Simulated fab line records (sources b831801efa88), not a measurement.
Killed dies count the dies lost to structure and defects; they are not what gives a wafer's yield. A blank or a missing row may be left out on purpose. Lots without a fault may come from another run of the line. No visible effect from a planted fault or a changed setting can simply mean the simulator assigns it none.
Check for tools in common    flow sky130    Sampled: 12 lots, 36 wafers

REASON FOR OPENING
At SKY_GATE_OXIDE_TW_MEAS_14 the reading GATE_OXIDE_TW is flagged on 3 of 12 lots. No-fault wafers: 225.7, standard deviation 1.7.
Rule: flag the lot when none of its wafers has a number, or when each of its wafers that has one lies beyond 4 standard deviations from that mean. The rest of the lots are taken to be sound.

lot   measured      on             GATE_OXIDE_TW, wafer by wafer  flag
L595  day 13 22:11  film_metro-04  224.3 223.5 223.9              
L596  day 14 10:07  film_metro-03  223.6 224.0 224.5              
L602  day 16 09:06  film_metro-01  225.0 226.2 226.5              
L603  day 16 15:59  film_metro-03  226.6 225.4 226.4              
L604  day 17 06:05  film_metro-03  275.1 277.3 275.4              FLAGGED
L605  day 17 13:25  film_metro-04  275.9 274.7 277.3              FLAGGED
L609  day 18 23:07  film_metro-01  277.8 278.0 279.0              FLAGGED
L610  day 19 06:50  film_metro-03  224.4 222.7 223.9              
L611  day 19 12:58  film_metro-04  224.0 221.7 223.7              
L617  day 21 22:11  film_metro-04  223.5 223.1 224.4              
L616  day 22 00:21  film_metro-03  227.4 226.9 226.5              
L618  day 22 06:45  film_metro-03  225.7 225.4 225.9              
The mean of the flagged lots' numbers is 276.7, +51.0 from the usual (+30 standard deviations).

WHICH TOOL EACH LOT WENT THROUGH
The record holds 1 process step before the reading, out of a route of 708 steps. Cell contents, in order: the tool; ch with the chambers the sampled wafers went through; the start.
lot   flag     SKY_GATE_OXIDE_IMPLANT_11
L595           implanter-04 ch 0, day 13 21:52
L596           implanter-01 ch 0, day 14 09:46
L602           implanter-01 ch 0, day 16 08:45
L603           implanter-01 ch 0, day 16 15:39
L604  FLAGGED  implanter-02 ch 0, day 17 05:13
L605  FLAGGED  implanter-04 ch 0, day 17 12:10
L609  FLAGGED  implanter-04 ch 0, day 18 22:25
L610           implanter-04 ch 0, day 19 06:28
L611           implanter-04 ch 0, day 19 12:35
L617           implanter-04 ch 0, day 21 21:52
L616           implanter-02 ch 0, day 22 00:01
L618           implanter-01 ch 0, day 22 06:25
What these steps do:
- SKY_GATE_OXIDE_IMPLANT_11
- SKY_GATE_OXIDE_TW_MEAS_14

FLAGGED AGAINST TOTAL, ONE TOOL AT A TIME (gauges that did the reading follow at the end)
step                       tool           lots run  flagged  share of the flagged lots  sound lots run after its first flagged lot
SKY_GATE_OXIDE_IMPLANT_11  implanter-01   4         0        none                       -
SKY_GATE_OXIDE_IMPLANT_11  implanter-02   2         1        some                       1 (L616)
SKY_GATE_OXIDE_IMPLANT_11  implanter-04   6         2        some                       3 (L610,L611,L617)
SKY_GATE_OXIDE_TW_MEAS_14  film_metro-01  2         1        some                       0
SKY_GATE_OXIDE_TW_MEAS_14  film_metro-03  6         1        some                       3 (L610,L616,L618)
SKY_GATE_OXIDE_TW_MEAS_14  film_metro-04  4         1        some                       2 (L611,L617)

WHAT THE TABLE ALLOWS
No row of the table ran every flagged lot.

WHAT THE SIMULATOR PUT IN
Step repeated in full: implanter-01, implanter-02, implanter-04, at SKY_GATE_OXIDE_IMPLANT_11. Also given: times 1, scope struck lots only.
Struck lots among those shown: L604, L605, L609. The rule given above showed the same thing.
